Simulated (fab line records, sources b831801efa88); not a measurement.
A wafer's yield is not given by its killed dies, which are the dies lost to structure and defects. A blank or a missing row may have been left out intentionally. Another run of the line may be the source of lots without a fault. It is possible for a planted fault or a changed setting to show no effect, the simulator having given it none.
Which tool was responsible? ; flow gf180mcu ; 36 wafers from 12 lots sampled at 5 of the route's 602 steps

## WHAT THE GAUGES SHOWED, per wafer
GF_VT_IMPLANT_OVL_MEAS_18. Usual: for VT_IMPLANT_01_OVL the level is 1.0 nm and the standard deviation is 1.7.
lot;measured;on;VT_IMPLANT_01_OVL (nm);flag
L709;day 6 09:52;overlay-02;3.7 -0.9 1.9;
L715;day 8 00:48;overlay-02;2.0 1.2 1.4;
L719;day 8 22:38;overlay-01;1.7 2.0 2.6;
L720;day 9 06:00;overlay-01;1.5 2.9 -0.7;
L722;day 9 18:38;overlay-02;3.2 1.1 0.1;
L723;day 10 05:47;overlay-01;0.6 1.5 1.1;
L725;day 10 20:32;overlay-02;0.5 2.1 1.1;
L726;day 10 22:05;overlay-02;1.3 0.5 2.9;
L728;day 11 13:54;overlay-02;2.2 1.8 4.4;
L730;day 12 03:33;overlay-01;1.8 0.2 -1.1;
L731;day 12 09:15;overlay-01;-2.8 -1.8 -3.5;
L732;day 12 14:39;overlay-01;-0.3 -0.2 0.1;

GF_POLY_GATE_THK_MEAS_17. Usual: for POLY_GATE_OXIDATION_THK the level is 4.01 nm and the standard deviation is 0.087.
lot;measured;on;POLY_GATE_OXIDATION_THK (nm);flag
L709;day 9 17:08;film metro-02;4.05 4.12 4.02;
L715;day 11 12:07;film metro-02;4.08 4.02 4.08;
L719;day 12 09:51;film metro-02;3.94 4.00 4.04;
L720;day 12 17:46;film metro-04;4.09 3.96 3.96;
L722;day 13 06:47;film metro-03;3.99 4.02 4.01;
L723;day 13 19:46;film metro-04;4.03 4.09 4.10;
L725;day 14 11:20;film metro-03;3.91 4.00 3.86;
L726;day 14 17:16;film metro-04;3.95 4.07 4.02;
L728;day 15 08:56;film metro-04;4.02 4.06 3.98;
L730;day 16 02:15;film metro-02;4.03 3.97 3.96;
L731;day 16 06:12;film metro-03;3.84 3.86 3.85;
L732;day 16 13:54;film metro-04;3.91 3.88 3.87;

GF_POLY_GATE_CD_MEAS_18. Usual: cd nm at 279.4 nm, with a standard deviation of 2.
lot;measured;on;cd nm (nm);flag
L709;day 9 17:14;cd sem-02;282.1 281.5 279.1;
L715;day 11 12:11;cd sem-01;284.6 285.8 282.2;
L719;day 12 09:55;cd sem-01;288.6 283.2 283.5;
L720;day 12 17:49;cd sem-01;280.4 280.0 276.8;
L722;day 13 06:52;cd sem-01;277.8 276.8 280.0;
L723;day 13 19:51;cd sem-02;281.4 280.0 283.6;
L725;day 14 11:23;cd sem-02;280.5 279.6 280.1;
L726;day 14 17:19;cd sem-01;279.8 278.2 277.5;
L728;day 15 09:01;cd sem-01;280.9 282.8 280.4;
L730;day 16 02:19;cd sem-02;278.2 281.6 281.0;
L731;day 16 06:16;cd sem-01;277.7 279.0 275.9;
L732;day 16 14:01;cd sem-02;279.9 279.5 279.9;

## TOOL THAT RAN EACH LOT (tool first, then ch and the chambers of the sampled wafers, then the start)
lot;GF_VT_IMPLANT_STRIP_20;GF_POLY_GATE_ETCH_12
L709;plasma asher-03 ch 0,1, day 6 10:04;rie diel-01 ch 0,1,3, day 9 10:24
L715;plasma asher-03 ch 0,1, day 8 00:59;rie diel-01 ch 0,3, day 11 10:06
L719;plasma asher-04 ch 0,1, day 8 22:49;rie diel-01 ch 0,3, day 12 06:29
L720;plasma asher-04 ch 0,1, day 9 06:11;rie diel-04 ch 1,2,3, day 12 16:15
L722;plasma asher-04 ch 0,1, day 9 18:49;rie diel-04 ch 0,1,2, day 13 04:48
L723;plasma asher-01 ch 0,1, day 10 05:58;rie diel-04 ch 1,2,3, day 13 18:01
L725;plasma asher-03 ch 0,1, day 10 20:43;rie diel-02 ch 1,3, day 14 09:49
L726;plasma asher-04 ch 0,1, day 10 22:25;rie diel-02 ch 0,2, day 14 14:26
L728;plasma asher-03 ch 0,1, day 11 14:05;rie diel-01 ch 1,2,3, day 15 07:25
L730;plasma asher-01 ch 0, day 12 03:53;rie diel-01 ch 0,1,2, day 15 23:56
L731;plasma asher-04 ch 0,1, day 12 09:26;rie diel-04 ch 0,1,3, day 16 04:41
L732;plasma asher-04 ch 0,1, day 12 15:00;rie diel-01 ch 1,2,3, day 16 12:21
- GF_VT_IMPLANT_STRIP_20: strips in O2/N2.
- GF_POLY_GATE_ETCH_12: etches BARC in N2/H2.

## AS READ BY THE TOOLS THEMSELVES (means over the sampled wafers that have a number; for cases with no such wafer, the mark the record gives instead)
GF_VT_IMPLANT_STRIP_20. Usual: chamber pressure mTorr 1499.9 mTorr, standard deviation 1.3; drypump motor current A 5.8 A, standard deviation 0.44; heater power w 327 W, standard deviation 35; oes product au 0.716 a.u., standard deviation 0.0049; strip time to endpoint s 12.63 s, standard deviation 0.035.
lot;tool;chamber pressure mTorr (mTorr);drypump motor current A (A);heater power w (W);oes product au (a.u.);strip time to endpoint s (s);flag
L709;plasma asher-03;1499.7;5.7;289;0.712;12.61;
L715;plasma asher-03;1499.6;5.6;288;0.714;12.62;
L719;plasma asher-04;1500.3;5.9;376;0.714;12.61;
L720;plasma asher-04;1500.4;5.9;362;0.712;12.61;
L722;plasma asher-04;1500.5;5.9;371;0.712;12.63;
L723;plasma asher-01;1500.0;6.1;319;0.714;12.67;
L725;plasma asher-03;1498.1;5.7;292;0.719;12.66;
L726;plasma asher-04;1499.6;5.9;356;0.717;12.60;
L728;plasma asher-03;1500.0;5.7;292;0.716;12.64;
L730;plasma asher-01;1500.8;5.2;339;0.719;12.62;
L731;plasma asher-04;1500.6;5.9;372;0.713;12.71;
L732;plasma asher-04;1499.7;5.9;377;0.717;12.69;

GF_POLY_GATE_ETCH_12. Usual: chamber pressure mTorr 30.001 mTorr, standard deviation 0.028; drypump motor current A 5.6 A, standard deviation 0.41; oes product au 0.736 a.u., standard deviation 0.0047; rf fwd power W 495.9 W, standard deviation 2; throttle valve pct 13.214 %, standard deviation 0.0096.
lot;tool;chamber pressure mTorr (mTorr);drypump motor current A (A);oes product au (a.u.);rf fwd power W (W);throttle valve pct (%);flag
L709;rie diel-01;30.016;5.3;0.736;496.3;13.213;
L715;rie diel-01;29.971;5.2;0.735;298.7;13.211;OFF
L719;rie diel-01;29.999;5.2;0.736;295.8;13.218;OFF
L720;rie diel-04;29.983;5.9;0.732;496.3;13.219;
L722;rie diel-04;30.027;5.6;0.733;494.1;13.211;
L723;rie diel-04;29.974;5.9;0.742;496.6;13.212;
L725;rie diel-02;30.033;6.0;0.738;497.9;13.206;
L726;rie diel-02;30.017;6.0;0.742;496.7;13.214;
L728;rie diel-01;29.992;5.3;0.735;495.8;13.220;
L730;rie diel-01;30.020;5.4;0.738;496.4;13.209;
L731;rie diel-04;30.019;5.6;0.736;495.7;13.212;
L732;rie diel-01;29.985;5.3;0.738;495.1;13.210;

## THE ANSWER, worked out from the rows above alone
Rule: lot off if the mean of its wafers having a number is beyond 3 standard deviations from the usual mean. A lot without any number at a reading at which 4 lots or more have one is off too. The other lots that the step has rows for count as sound. Order of review: gauges by route order, followed by the tools' own readings, for which a lot's mean as printed above is used. At the first step where some lot is off, the reading lying furthest off is the one used; lots without a number count as furthest.
Off: L715, L719, at GF_POLY_GATE_ETCH_12 (rf fwd power W).
A tool fits if, at that step or a process step before it, it ran every lot that is off, and no sound lot after the first of them. Not one of the candidates tried fits.

## WHAT HAD BEEN PUT IN BY THE SIMULATOR
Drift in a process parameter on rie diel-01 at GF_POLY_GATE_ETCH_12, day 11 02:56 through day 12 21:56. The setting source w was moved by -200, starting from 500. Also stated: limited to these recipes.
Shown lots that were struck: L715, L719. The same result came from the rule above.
